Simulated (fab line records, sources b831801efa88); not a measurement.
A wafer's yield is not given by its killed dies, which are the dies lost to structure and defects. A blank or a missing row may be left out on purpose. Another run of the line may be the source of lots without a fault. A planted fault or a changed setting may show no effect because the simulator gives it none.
fab line records ; flow sky130
record: lots: 24; wafers: 72; lastDay: 50
route steps=708 shown LDD_N@244 LI_CONTACT@377 METAL2@498 VIA2@530 VIA4@658 PAD_OPEN@701
lots that met no fault: from a run of the same line without faults
startH: hours from the record's first day to the start of the lot's first wafer shown ; waitH: hours since the lot's step before ; " unchanged from the row above ; L1.1+2: one row covering several wafers at once ; - no value present, or no start provided ; * or withheld: withheld ; < > ~ a bound
route shown NAME@n: names a module that has steps shown in the file, with the first one's number in the route ; usual: the fault-free wafers' mean and standard deviation ; same: alike in all rows ; chamber/n: place in a boat ; sites: the reading at each site ; _std_site: standard deviation across them ; _edge_site: mean of outer sites minus mean of inner sites ; radiusMm: how far each site lies from the wafer's centre ; mask NAME#n: copy n ; behind: the most recent tool/chamber to have shaped the wafer ; hold: what put the lot on hold/how long, in hours/how the hold closed ; device: whichever transistor did not switch (one of n, p or np) ; end of line: tests of these same wafers at the route's end ; step lacking rows: just its recipe ; killed: dies lost to structure and defects at the first sort, not the wafer's yield ; map: shows each die of a wafer: x if killed, . if not, _ if none is there
set.NAME: the setting the step ran with; set.NAME@STEP: the setting that earlier step ran with ; model.NAME: the simulator's own value behind a step, which no gauge read
one table for each step of the route and one row for each wafer, over a sample of lots
services: a tool's chamber out of use, with start hour (startH, from the record's first day; less than 0 if before it), hours out, and reason
== steps ==
step: SKY_LDD_N_OVL_MEAS_07
usual: LDD_N_OVL: -1.4/1.4
lot.wafer;tool;chamber;startH;waitH;LDD_N_OVL[nm]
L074.1;overlay-02;-;400.99;0.1;-2.5
L074.4;overlay-02;-;400.99;0.1;-1.6
L074.6;overlay-02;-;400.99;0.1;-2.3
L075.2;overlay-02;-;409.66;0.1;-2.9
L075.5;overlay-02;-;409.66;0.1;-2.4
L075.6;overlay-02;-;409.66;0.1;-1.0
L076.2;overlay-01;-;410.19;0.1;-2.4
L076.4;overlay-01;-;410.19;0.1;-2.5
L076.5;overlay-01;-;410.19;0.1;-1.3
L077.2;overlay-02;-;427.56;0.1;-3.6
L077.4;overlay-02;-;427.56;0.1;-1.0
L077.6;overlay-02;-;427.56;0.1;-0.1
L079.3;overlay-02;-;460.77;0.1;0.9
L079.4;overlay-02;-;460.77;0.1;1.2
L079.5;overlay-02;-;460.77;0.1;-0.8
L080.1;overlay-02;-;464.94;0.1;-0.7
L080.5;overlay-02;-;464.94;0.1;-1.5
L080.6;overlay-02;-;464.94;0.1;-1.1
L078.1;overlay-01;-;470.11;0.1;-1.4
L078.5;overlay-01;-;470.11;0.1;-2.8
L078.6;overlay-01;-;470.11;0.1;-2.4
L081.2;overlay-02;-;475.11;0.1;-0.7
L081.3;overlay-02;-;475.11;0.1;-1.2
L081.5;overlay-02;-;475.11;0.1;-0.4
L083.1;overlay-01;-;480.28;0.1;-1.2
L083.5;overlay-01;-;480.28;0.1;-2.2
L083.6;overlay-01;-;480.28;0.1;-1.2
L082.1;overlay-01;-;481.11;0.1;-3.2
L082.2;overlay-01;-;481.11;0.1;-3.7
L082.5;overlay-01;-;481.11;0.1;-4.7
L084.1;overlay-02;-;486.59;0.1;2.5
L084.2;overlay-02;-;486.59;0.1;1.2
L084.5;overlay-02;-;486.59;0.1;1.5
L085.1;overlay-02;-;503.21;0.1;-0.5
L085.3;overlay-02;-;503.21;0.1;1.4
L085.5;overlay-02;-;503.21;0.1;-0.3
L086.3;overlay-01;-;512.19;0.1;-3.0
L086.4;overlay-01;-;512.19;0.1;-2.2
L086.5;overlay-01;-;512.19;0.1;-3.3
L087.1;overlay-01;-;519.56;0.1;0.8
L087.4;overlay-01;-;519.56;0.1;1.5
L087.6;overlay-01;-;519.56;0.1;1.3
L088.1;overlay-02;-;522.66;0.1;-1.7
L088.2;overlay-02;-;522.66;0.1;-0.8
L088.3;overlay-02;-;522.66;0.1;-0.1
L089.2;overlay-01;-;531.51;0.1;-0.3
L089.5;overlay-01;-;531.51;0.1;0.2
L089.6;overlay-01;-;531.51;0.1;-0.2
L090.2;overlay-01;-;541.18;0.1;-2.6
L090.3;overlay-01;-;541.18;0.1;-1.1
L090.5;overlay-01;-;541.18;0.1;0.0
L091.1;overlay-01;-;549.49;0.1;-4.0
L091.3;overlay-01;-;549.49;0.1;-1.6
L091.5;overlay-01;-;549.49;0.1;-4.1
L092.4;overlay-02;-;560.52;0.1;-1.5
L092.5;overlay-02;-;560.52;0.1;-2.7
L092.6;overlay-02;-;560.52;0.1;-2.6
L093.3;overlay-01;-;569.82;0.1;-1.6
L093.5;overlay-01;-;569.82;0.1;0.0
L093.6;overlay-01;-;569.82;0.1;-1.9
L094.1;overlay-02;-;571.48;0.1;-1.1
L094.2;overlay-02;-;571.48;0.1;-1.2
L094.6;overlay-02;-;571.48;0.1;-1.3
L095.2;overlay-02;-;598.36;0.1;-1.5
L095.4;overlay-02;-;598.36;0.1;-1.5
L095.5;overlay-02;-;598.36;0.1;-2.9
L096.1;overlay-02;-;598.66;0.1;-2.1
L096.2;overlay-02;-;598.66;0.1;-0.1
L096.5;overlay-02;-;598.66;0.1;-3.7
L097.3;overlay-02;-;600.70;0.1;-1.2
L097.5;overlay-02;-;600.70;0.1;-1.3
L097.6;overlay-02;-;600.70;0.1;-2.4
step: SKY_LI_CONTACT_ETCH_15
recipe: target: PSG; chemistry: C4F8/O2/Ar; stopOn: Si; taperDeg: 4.15; maskMaterial: KrF-thick; sourceW: 1500; biasW: 1200; pressureMtorr: 40; c4f8FlowSccm: withheld; O2_flow_sccm: 6; Ar_flow_sccm: 300; timeS: withheld; targetDepthA: 6000
usual: oesProductAu: 0.838/0.0047; rfFwdPowerW: 1493/5
lot.wafer;tool;chamber;startH;waitH;oesProductAu;rfFwdPowerW
L074.1;rieDiel-03;0;674.10;0.0;0.836;1495
L074.4;rieDiel-03;1;674.10;0.0;0.834;1497
L074.6;rieDiel-03;2;674.10;0.0;0.832;1490
L075.2;rieDiel-02;3;681.97;0.0;0.841;1491
L075.5;rieDiel-02;2;681.97;0.0;0.833;1491
L075.6;rieDiel-02;1;681.97;0.0;0.835;1499
L076.2;rieDiel-04;2;682.32;0.0;0.846;1487
L076.4;rieDiel-04;0;682.32;0.0;0.838;1497
L076.5;rieDiel-04;2;682.32;0.0;0.840;1492
L077.2;rieDiel-03;1;697.20;0.0;0.835;1487
L077.4;rieDiel-03;3;697.20;0.0;0.839;1494
L077.6;rieDiel-03;2;697.20;0.0;0.833;1497
L080.1;rieDiel-03;3;733.94;0.0;0.840;1488
L080.5;rieDiel-03;3;733.94;0.0;0.847;1486
L080.6;rieDiel-03;0;733.94;0.0;0.845;1493
L079.3;rieDiel-02;1;736.00;0.0;0.836;1491
L079.4;rieDiel-02;3;736.00;0.0;0.833;1493
L079.5;rieDiel-02;3;736.00;0.0;0.838;1492
L078.1;rieDiel-04;0;738.12;0.0;0.837;1494
L078.5;rieDiel-04;1;738.12;0.0;0.839;1490
L078.6;rieDiel-04;0;738.12;0.0;0.841;1502
L081.2;rieDiel-04;1;742.57;0.0;0.842;1493
L081.3;rieDiel-04;2;742.57;0.0;0.835;1492
L081.5;rieDiel-04;3;742.57;0.0;0.840;1496
L083.1;rieDiel-02;1;747.37;0.0;0.833;1497
L083.5;rieDiel-02;2;747.37;0.0;0.846;1491
L083.6;rieDiel-02;1;747.37;0.0;0.836;1492
L082.1;rieDiel-04;0;749.12;0.0;0.838;1499
L082.2;rieDiel-04;1;749.12;0.0;0.839;1498
L082.5;rieDiel-04;2;749.12;0.0;0.838;1495
L084.1;rieDiel-04;0;752.92;0.0;0.845;1493
L084.2;rieDiel-04;2;752.92;0.0;0.836;1488
L084.5;rieDiel-04;2;752.92;0.0;0.839;1486
L085.1;rieDiel-02;0;769.04;0.0;0.841;1489
L085.3;rieDiel-02;2;769.04;0.0;0.829;1489
L085.5;rieDiel-02;2;769.04;0.0;0.836;1486
L086.3;rieDiel-03;2;776.52;0.0;0.842;1485
L086.4;rieDiel-03;1;776.52;0.0;0.835;1494
L086.5;rieDiel-03;0;776.52;0.0;0.837;1500
L087.1;rieDiel-02;2;784.45;0.0;0.835;1483
L087.4;rieDiel-02;1;784.45;0.0;0.833;1488
L087.6;rieDiel-02;2;784.45;0.0;0.837;1489
L088.1;rieDiel-04;0;786.74;0.0;0.841;1497
L088.2;rieDiel-04;1;786.74;0.0;0.836;1495
L088.3;rieDiel-04;2;786.74;0.0;0.840;1493
L089.2;rieDiel-03;1;793.74;0.0;0.843;1485
L089.5;rieDiel-03;3;793.74;0.0;0.828;1488
L089.6;rieDiel-03;0;793.74;0.0;0.844;1498
L090.2;rieDiel-04;1;801.37;0.0;0.840;1508
L090.3;rieDiel-04;0;801.37;0.0;0.840;1488
L090.5;rieDiel-04;1;801.37;0.0;0.838;1496
L091.1;rieDiel-02;3;809.64;0.0;0.837;1488
L091.3;rieDiel-02;2;809.64;0.0;0.838;1479
L091.5;rieDiel-02;0;809.64;0.0;0.842;1487
L092.4;rieDiel-04;1;819.98;0.0;0.832;1491
L092.5;rieDiel-04;0;819.98;0.0;0.842;1485
L092.6;rieDiel-04;2;819.98;0.0;0.842;1502
L094.1;rieDiel-04;1;832.57;0.0;0.840;1490
L094.2;rieDiel-04;0;832.57;0.0;0.843;1487
L094.6;rieDiel-04;0;832.57;0.0;0.834;1489
L093.3;rieDiel-02;3;833.09;0.0;0.837;1490
L093.5;rieDiel-02;1;833.09;0.0;0.837;1493
L093.6;rieDiel-02;3;833.09;0.0;0.842;1498
L095.2;rieDiel-03;2;853.50;0.0;0.841;1491
L095.4;rieDiel-03;1;853.50;0.0;0.839;1491
L095.5;rieDiel-03;3;853.50;0.0;0.844;1487
L096.1;rieDiel-04;0;853.85;0.0;0.829;1499
L096.2;rieDiel-04;2;853.85;0.0;0.837;1497
L096.5;rieDiel-04;0;853.85;0.0;0.835;1497
L097.3;rieDiel-03;3;854.80;0.0;0.846;1494
L097.5;rieDiel-03;3;854.80;0.0;0.841;1497
L097.6;rieDiel-03;0;854.80;0.0;0.834;1495
step: SKY_METAL2_CD_MEAS_15
recipe: targetCdNm: 140
usual: cdNm: 139.2/1.2
lot.wafer;tool;chamber;startH;waitH;cdNm
L074.1;cdSem-02;-;817.01;-;140.2
L074.4;cdSem-02;-;817.01;-;139.8
L074.6;cdSem-02;-;817.01;-;140.0
L075.2;cdSem-02;-;825.33;-;136.2
L075.5;cdSem-02;-;825.33;-;136.7
L075.6;cdSem-02;-;825.33;-;137.3
L076.2;cdSem-02;-;825.98;-;139.4
L076.4;cdSem-02;-;825.98;-;137.8
L076.5;cdSem-02;-;825.98;-;138.8
L077.2;cdSem-01;-;839.92;-;138.5
L077.4;cdSem-01;-;839.92;-;138.0
L077.6;cdSem-01;-;839.92;-;139.4
L080.1;cdSem-02;-;873.09;-;140.8
L080.5;cdSem-02;-;873.09;-;139.8
L080.6;cdSem-02;-;873.09;-;140.0
L079.3;cdSem-02;-;876.63;-;140.8
L079.4;cdSem-02;-;876.63;-;139.4
L079.5;cdSem-02;-;876.63;-;140.0
L078.1;cdSem-02;-;878.20;-;137.4
L078.5;cdSem-02;-;878.20;-;138.4
L078.6;cdSem-02;-;878.20;-;138.8
L081.2;cdSem-01;-;883.51;-;139.9
L081.3;cdSem-01;-;883.51;-;139.9
L081.5;cdSem-01;-;883.51;-;140.1
L083.1;cdSem-01;-;888.24;-;140.3
L083.5;cdSem-01;-;888.24;-;142.1
L083.6;cdSem-01;-;888.24;-;141.6
L082.1;cdSem-01;-;889.05;-;138.9
L082.2;cdSem-01;-;889.05;-;137.9
L082.5;cdSem-01;-;889.05;-;139.3
L084.1;cdSem-02;-;892.76;-;140.2
L084.2;cdSem-02;-;892.76;-;139.8
L084.5;cdSem-02;-;892.76;-;139.7
L085.1;cdSem-02;-;905.85;-;139.9
L085.3;cdSem-02;-;905.85;-;139.5
L085.5;cdSem-02;-;905.85;-;140.4
L086.3;cdSem-02;-;913.59;-;140.0
L086.4;cdSem-02;-;913.59;-;140.5
L086.5;cdSem-02;-;913.59;-;139.6
L087.1;cdSem-02;-;920.39;-;139.9
L087.4;cdSem-02;-;920.39;-;139.9
L087.6;cdSem-02;-;920.39;-;137.1
L088.1;cdSem-01;-;924.26;-;138.3
L088.2;cdSem-01;-;924.26;-;137.4
L088.3;cdSem-01;-;924.26;-;137.3
L089.2;cdSem-01;-;931.43;-;138.6
L089.5;cdSem-01;-;931.43;-;140.6
L089.6;cdSem-01;-;931.43;-;139.8
L090.2;cdSem-02;-;938.48;-;138.7
L090.3;cdSem-02;-;938.48;-;138.3
L090.5;cdSem-02;-;938.48;-;139.8
L091.1;cdSem-02;-;944.54;-;139.3
L091.3;cdSem-02;-;944.54;-;139.2
L091.5;cdSem-02;-;944.54;-;138.1
L092.4;cdSem-02;-;952.97;-;138.2
L092.5;cdSem-02;-;952.97;-;137.8
L092.6;cdSem-02;-;952.97;-;137.3
L094.1;cdSem-02;-;966.44;-;140.9
L094.2;cdSem-02;-;966.44;-;140.0
L094.6;cdSem-02;-;966.44;-;138.7
L093.3;cdSem-02;-;967.35;-;139.0
L093.5;cdSem-02;-;967.35;-;139.2
L093.6;cdSem-02;-;967.35;-;137.2
L095.2;cdSem-02;-;984.28;-;138.2
L095.4;cdSem-02;-;984.28;-;139.5
L095.5;cdSem-02;-;984.28;-;140.9
L096.1;cdSem-01;-;985.58;-;139.6
L096.2;cdSem-01;-;985.58;-;140.6
L096.5;cdSem-01;-;985.58;-;138.3
L097.3;cdSem-02;-;985.93;-;139.7
L097.5;cdSem-02;-;985.93;-;139.0
L097.6;cdSem-02;-;985.93;-;139.2
step: SKY_VIA2_THK_MEAS_23
recipe: thkMeasGauge: xrf; reads: W_of_VIA2_CVD_21
usual: VIA2_W_THK: 422/9.6
lot.wafer;tool;chamber;startH;waitH;VIA2_W_THK[nm]
L074.1;filmMetro-03;-;845.53;0.1;444
L074.4;filmMetro-03;-;845.53;0.1;421
L074.6;filmMetro-03;-;845.53;0.1;436
L075.2;filmMetro-03;-;854.09;0.1;431
L075.5;filmMetro-03;-;854.09;0.1;439
L075.6;filmMetro-03;-;854.09;0.1;416
L076.2;filmMetro-03;-;855.34;0.1;434
L076.4;filmMetro-03;-;855.34;0.1;425
L076.5;filmMetro-03;-;855.34;0.1;440
L077.2;filmMetro-01;-;868.99;0.1;431
L077.4;filmMetro-01;-;868.99;0.1;413
L077.6;filmMetro-01;-;868.99;0.1;421
L080.1;filmMetro-03;-;900.76;0.1;428
L080.5;filmMetro-03;-;900.76;0.1;417
L080.6;filmMetro-03;-;900.76;0.1;438
L079.3;filmMetro-02;-;905.26;0.1;400
L079.4;filmMetro-02;-;905.26;0.1;416
L079.5;filmMetro-02;-;905.26;0.1;405
L078.1;filmMetro-01;-;906.06;0.1;426
L078.5;filmMetro-01;-;906.06;0.1;410
L078.6;filmMetro-01;-;906.06;0.1;425
L081.2;filmMetro-01;-;911.54;0.1;408
L081.3;filmMetro-01;-;911.54;0.1;425
L081.5;filmMetro-01;-;911.54;0.1;424
L083.1;filmMetro-02;-;916.20;0.1;412
L083.5;filmMetro-02;-;916.20;0.1;413
L083.6;filmMetro-02;-;916.20;0.1;430
L082.1;filmMetro-02;-;917.62;0.1;428
L082.2;filmMetro-02;-;917.62;0.1;413
L082.5;filmMetro-02;-;917.62;0.1;411
L084.1;filmMetro-03;-;920.25;0.1;428
L084.2;filmMetro-03;-;920.25;0.1;420
L084.5;filmMetro-03;-;920.25;0.1;421
L085.1;filmMetro-02;-;933.86;0.1;437
L085.3;filmMetro-02;-;933.86;0.1;423
L085.5;filmMetro-02;-;933.86;0.1;437
L086.3;filmMetro-01;-;941.15;0.1;433
L086.4;filmMetro-01;-;941.15;0.1;412
L086.5;filmMetro-01;-;941.15;0.1;432
L087.1;filmMetro-02;-;947.31;0.1;412
L087.4;filmMetro-02;-;947.31;0.1;410
L087.6;filmMetro-02;-;947.31;0.1;411
L088.1;filmMetro-03;-;950.34;0.1;431
L088.2;filmMetro-03;-;950.34;0.1;411
L088.3;filmMetro-03;-;950.34;0.1;414
L089.2;filmMetro-03;-;957.63;0.1;411
L089.5;filmMetro-03;-;957.63;0.1;419
L089.6;filmMetro-03;-;957.63;0.1;415
L090.2;filmMetro-01;-;964.81;0.1;419
L090.3;filmMetro-01;-;964.81;0.1;427
L090.5;filmMetro-01;-;964.81;0.1;437
L091.1;filmMetro-03;-;971.07;0.1;436
L091.3;filmMetro-03;-;971.07;0.1;440
L091.5;filmMetro-03;-;971.07;0.1;433
L092.4;filmMetro-01;-;979.22;0.1;409
L092.5;filmMetro-01;-;979.22;0.1;415
L092.6;filmMetro-01;-;979.22;0.1;413
L094.1;filmMetro-03;-;992.38;0.1;437
L094.2;filmMetro-03;-;992.38;0.1;420
L094.6;filmMetro-03;-;992.38;0.1;430
L093.3;filmMetro-01;-;993.29;0.1;420
L093.5;filmMetro-01;-;993.29;0.1;421
L093.6;filmMetro-01;-;993.29;0.1;415
L095.2;filmMetro-02;-;1009.91;0.1;418
L095.4;filmMetro-02;-;1009.91;0.1;423
L095.5;filmMetro-02;-;1009.91;0.1;424
L096.1;filmMetro-01;-;1010.96;0.1;431
L096.2;filmMetro-01;-;1010.96;0.1;420
L096.5;filmMetro-01;-;1010.96;0.1;420
L097.3;filmMetro-02;-;1011.54;0.1;417
L097.5;filmMetro-02;-;1011.54;0.1;414
L097.6;filmMetro-02;-;1011.54;0.1;412
step: SKY_VIA4_RS_MEAS_19
recipe: thkMeasGauge: four-point-probe; reads: W_of_VIA4_CVD_18+TiN_of_VIA4_SPUTTER_17
usual: VIA4_W_RS: 0.223/0.0032
lot.wafer;tool;chamber;startH;waitH;VIA4_W_RS[ohm/sq]
L074.1;filmMetro-02;-;999.33;0.1;0.222
L074.4;filmMetro-02;-;999.33;0.1;0.217
L074.6;filmMetro-02;-;999.33;0.1;0.217
L075.2;filmMetro-02;-;1006.70;0.1;0.227
L075.5;filmMetro-02;-;1006.70;0.1;0.225
L075.6;filmMetro-02;-;1006.70;0.1;0.226
L076.2;filmMetro-02;-;1010.53;0.1;0.221
L076.4;filmMetro-02;-;1010.53;0.1;0.224
L076.5;filmMetro-02;-;1010.53;0.1;0.225
L077.2;filmMetro-03;-;1021.93;0.1;0.224
L077.4;filmMetro-03;-;1021.93;0.1;0.224
L077.6;filmMetro-03;-;1021.93;0.1;0.219
L080.1;filmMetro-02;-;1048.94;0.1;0.225
L080.5;filmMetro-02;-;1048.94;0.1;0.218
L080.6;filmMetro-02;-;1048.94;0.1;0.226
L079.3;filmMetro-02;-;1053.28;0.1;0.217
L079.4;filmMetro-02;-;1053.28;0.1;0.225
L079.5;filmMetro-02;-;1053.28;0.1;0.220
L078.1;filmMetro-03;-;1053.54;0.1;0.222
L078.5;filmMetro-03;-;1053.54;0.1;0.226
L078.6;filmMetro-03;-;1053.54;0.1;0.220
L081.2;filmMetro-03;-;1057.71;0.1;0.229
L081.3;filmMetro-03;-;1057.71;0.1;0.226
L081.5;filmMetro-03;-;1057.71;0.1;0.228
L083.1;filmMetro-01;-;1062.02;0.1;0.231
L083.5;filmMetro-01;-;1062.02;0.1;0.220
L083.6;filmMetro-01;-;1062.02;0.1;0.228
L082.1;filmMetro-03;-;1064.49;0.1;0.224
L082.2;filmMetro-03;-;1064.49;0.1;0.226
L082.5;filmMetro-03;-;1064.49;0.1;0.222
L084.1;filmMetro-03;-;1067.19;0.1;0.223
L084.2;filmMetro-03;-;1067.19;0.1;0.225
L084.5;filmMetro-03;-;1067.19;0.1;0.226
L085.1;filmMetro-02;-;1078.32;0.1;0.226
L085.3;filmMetro-02;-;1078.32;0.1;0.228
L085.5;filmMetro-02;-;1078.32;0.1;0.220
L086.3;filmMetro-01;-;1083.71;0.1;0.216
L086.4;filmMetro-01;-;1083.71;0.1;0.223
L086.5;filmMetro-01;-;1083.71;0.1;0.223
L087.1;filmMetro-01;-;1090.06;0.1;0.224
L087.4;filmMetro-01;-;1090.06;0.1;0.225
L087.6;filmMetro-01;-;1090.06;0.1;0.223
L088.1;filmMetro-01;-;1091.65;0.1;0.224
L088.2;filmMetro-01;-;1091.65;0.1;0.223
L088.3;filmMetro-01;-;1091.65;0.1;0.225
L089.2;filmMetro-01;-;1099.10;0.1;0.217
L089.5;filmMetro-01;-;1099.10;0.1;0.220
L089.6;filmMetro-01;-;1099.10;0.1;0.217
L090.2;filmMetro-02;-;1104.53;0.1;0.220
L090.3;filmMetro-02;-;1104.53;0.1;0.223
L090.5;filmMetro-02;-;1104.53;0.1;0.223
L091.1;filmMetro-01;-;1110.61;0.1;0.221
L091.3;filmMetro-01;-;1110.61;0.1;0.228
L091.5;filmMetro-01;-;1110.61;0.1;0.225
L092.4;filmMetro-02;-;1115.50;0.1;0.221
L092.5;filmMetro-02;-;1115.50;0.1;0.222
L092.6;filmMetro-02;-;1115.50;0.1;0.224
L094.1;filmMetro-02;-;1128.14;0.1;0.227
L094.2;filmMetro-02;-;1128.14;0.1;0.228
L094.6;filmMetro-02;-;1128.14;0.1;0.225
L093.3;filmMetro-02;-;1129.25;0.1;0.221
L093.5;filmMetro-02;-;1129.25;0.1;0.221
L093.6;filmMetro-02;-;1129.25;0.1;0.218
L095.2;filmMetro-02;-;1141.70;0.1;0.222
L095.4;filmMetro-02;-;1141.70;0.1;0.217
L095.5;filmMetro-02;-;1141.70;0.1;0.221
L096.1;filmMetro-01;-;1142.71;0.1;0.225
L096.2;filmMetro-01;-;1142.71;0.1;0.223
L096.5;filmMetro-01;-;1142.71;0.1;0.226
L097.3;filmMetro-01;-;1144.52;0.1;0.225
L097.5;filmMetro-01;-;1144.52;0.1;0.224
L097.6;filmMetro-01;-;1144.52;0.1;0.229
step: SKY_PAD_OPEN_ETCH_07
recipe: chemistry: CF4/O2; targetDepthNm: 725; stopOn: AlCu; sourceW: 800; biasW: 150; pressureMtorr: 150; cf4FlowSccm: 80; O2_flow_sccm: 10; timeS: 161.1
usual: drypumpMotorCurrentA: 5.7/0.46; oesProductAu: 0.978/0.0069; rfFwdPowerW: 796.5/2.6; throttleValvePct: 5.966/0.0093
lot.wafer;tool;chamber;startH;waitH;drypumpMotorCurrentA;oesProductAu;rfFwdPowerW;rfHoursCounterH;throttleValvePct
L074.1;rieDiel-03;2;1068.16;-;5.9;0.977;800.4;8;5.967
L074.4;rieDiel-03;1;1068.16;-;6.6;0.980;796.2;11;5.966
L074.6;rieDiel-03;0;1068.16;-;6.3;0.972;794.8;-;5.962
L075.2;rieDiel-01;1;1073.21;-;4.9;0.984;802.1;25;5.947
L075.5;rieDiel-01;2;1073.21;-;5.6;0.982;796.4;-;5.976
L075.6;rieDiel-01;3;1073.21;-;5.5;0.970;797.7;-;5.956
L076.2;rieDiel-01;0;1077.64;-;5.6;0.966;795.7;19;5.962
L076.4;rieDiel-01;0;1077.64;-;5.6;0.995;796.4;-;5.970
L076.5;rieDiel-01;3;1077.64;-;5.5;0.975;794.5;-;5.966
L077.2;rieDiel-03;2;1088.53;-;5.9;0.975;796.7;8;5.957
L077.4;rieDiel-03;0;1088.53;-;6.2;0.983;800.2;22;5.957
L077.6;rieDiel-03;3;1088.53;-;5.9;0.976;793.0;-;5.957
L080.1;rieDiel-01;0;1112.71;-;5.6;0.978;796.9;20;5.958
L080.5;rieDiel-01;3;1112.71;-;5.5;0.977;792.7;-;5.962
L080.6;rieDiel-01;0;1112.71;-;5.6;0.988;796.6;-;5.965
L079.3;rieDiel-01;0;1116.44;-;5.6;0.960;793.5;21;5.961
L079.4;rieDiel-01;3;1116.44;-;5.5;0.979;796.2;20;5.970
L079.5;rieDiel-01;2;1116.44;-;5.6;0.984;798.5;-;5.974
L078.1;rieDiel-03;2;1116.68;-;5.9;0.981;797.7;10;5.968
L078.5;rieDiel-03;2;1116.68;-;5.9;0.986;797.2;-;5.962
L078.6;rieDiel-03;3;1116.68;-;6.0;0.976;792.5;-;5.978
L081.2;rieDiel-03;0;1121.33;-;6.3;0.975;798.5;23;5.969
L081.3;rieDiel-03;2;1121.33;-;5.9;0.971;794.4;10;5.948
L081.5;rieDiel-03;1;1121.33;-;6.6;0.983;794.1;-;5.963
L083.1;rieDiel-03;1;1124.54;-;6.6;0.978;798.9;13;5.980
L083.5;rieDiel-03;2;1124.54;-;5.9;0.986;794.5;-;5.970
L083.6;rieDiel-03;3;1124.54;-;5.9;0.975;792.3;-;5.957
L082.1;rieDiel-03;3;1127.56;-;6.0;0.971;796.0;18;5.963
L082.2;rieDiel-03;1;1127.56;-;6.6;0.970;797.2;13;5.956
L082.5;rieDiel-03;3;1127.56;-;5.9;0.984;795.2;-;5.969
L084.1;rieDiel-04;3;1129.16;-;5.2;0.970;797.3;16;5.955
L084.2;rieDiel-04;2;1129.16;-;6.1;0.975;798.2;11;5.974
L084.5;rieDiel-04;3;1129.16;-;5.2;0.982;797.5;-;5.975
L085.1;rieDiel-04;1;1140.04;-;5.2;0.971;802.8;27;5.978
L085.3;rieDiel-04;3;1140.04;-;5.2;0.969;796.1;17;5.940
L085.5;rieDiel-04;1;1140.04;-;5.1;0.982;799.6;-;5.969
L086.3;rieDiel-04;3;1145.06;-;5.2;0.971;796.8;17;5.958
L086.4;rieDiel-04;0;1145.06;-;5.5;0.988;795.7;19;5.965
L086.5;rieDiel-04;1;1145.06;-;5.2;0.973;795.7;-;5.981
L087.1;rieDiel-03;0;1150.81;-;6.3;0.973;797.6;24;5.972
L087.4;rieDiel-03;1;1150.81;-;6.6;0.971;797.0;14;5.951
L087.6;rieDiel-03;1;1150.81;-;6.6;0.977;796.0;-;5.960
L088.1;rieDiel-01;2;1152.74;-;5.6;0.980;794.0;26;5.980
L088.2;rieDiel-01;3;1152.74;-;5.5;0.975;796.7;21;5.982
L088.3;rieDiel-01;1;1152.74;-;4.9;0.979;790.9;27;5.957
L089.2;rieDiel-01;3;1158.09;-;5.5;0.972;800.3;22;5.950
L089.5;rieDiel-01;0;1158.09;-;5.6;0.987;797.8;-;5.952
L089.6;rieDiel-01;1;1158.09;-;4.9;0.992;795.5;-;5.971
L090.2;rieDiel-03;0;1162.31;-;6.2;0.980;800.0;25;5.977
L090.3;rieDiel-03;2;1162.31;-;5.9;0.967;798.4;11;5.961
L090.5;rieDiel-03;2;1162.31;-;5.9;0.991;797.9;-;5.978
L091.1;rieDiel-04;1;1167.96;-;5.2;0.972;797.3;28;5.978
L091.3;rieDiel-04;3;1167.96;-;5.2;0.973;796.0;18;5.949
L091.5;rieDiel-04;1;1167.96;-;5.2;0.983;796.4;-;5.965
L092.4;rieDiel-04;1;1172.23;-;5.1;0.979;794.0;28;5.968
L092.5;rieDiel-04;3;1172.23;-;5.2;0.980;796.9;-;5.973
L092.6;rieDiel-04;0;1172.23;-;5.6;0.982;796.9;-;5.983
L094.1;rieDiel-01;2;1181.46;-;5.5;0.972;798.9;27;5.972
L094.2;rieDiel-01;0;1181.46;-;5.6;0.981;793.7;23;5.961
L094.6;rieDiel-01;2;1181.46;-;5.6;0.984;797.7;-;5.971
L093.3;rieDiel-03;0;1183.33;-;6.2;0.966;797.1;25;5.968
L093.5;rieDiel-03;3;1183.33;-;6.0;0.965;795.3;-;5.970
L093.6;rieDiel-03;2;1183.33;-;5.9;0.981;794.2;-;5.975
L095.2;rieDiel-01;1;1192.39;-;4.9;0.973;796.8;29;5.980
L095.4;rieDiel-01;3;1192.39;-;5.5;0.981;793.2;-;5.966
L095.5;rieDiel-01;1;1192.39;-;4.9;0.978;797.4;-;5.966
L096.1;rieDiel-01;1;1193.76;-;4.9;0.972;795.5;29;5.970
L096.2;rieDiel-01;2;1193.76;-;5.5;0.971;793.7;28;5.975
L096.5;rieDiel-01;2;1193.76;-;5.6;0.990;792.8;-;5.949
L097.3;rieDiel-01;2;1196.69;-;5.6;0.970;798.2;28;5.958
L097.5;rieDiel-01;1;1196.69;-;4.9;0.980;798.6;-;5.976
L097.6;rieDiel-01;3;1196.69;-;5.5;0.984;795.0;-;5.969
== services ==
tool;chamber;startH;hours;kind
rieDiel-04;-;654.56;10.0;pm
rieDiel-03;3;666.77;6.9;repair
rieDiel-01;0;675.83;2.0;repair
rieDiel-02;2;687.70;9.9;repair
rieDiel-02;-;777.81;2.4;repair
rieDiel-02;3;786.76;9.6;repair
rieDiel-04;3;797.73;35.4;repair
rieDiel-01;3;868.54;1.3;repair
rieDiel-04;2;873.18;4.5;repair
rieDiel-04;2;885.43;29.3;repair
rieDiel-04;-;889.46;0.2;repair
rieDiel-01;-;901.37;0.5;repair
rieDiel-01;0;901.42;11.7;repair
rieDiel-01;0;945.56;3.9;repair
rieDiel-04;-;973.22;15.6;pm
rieDiel-04;-;1017.06;0.3;repair
rieDiel-01;0;1018.28;12.3;repair
rieDiel-03;-;1028.44;2.8;pm
rieDiel-01;0;1056.91;7.2;repair
rieDiel-01;-;1059.97;2.8;pm
rieDiel-01;2;1075.00;7.4;repair
rieDiel-01;2;1104.89;6.5;repair
rieDiel-01;-;1142.39;0.7;repair
rieDiel-01;1;1167.44;7.4;repair
== key ==
fault none
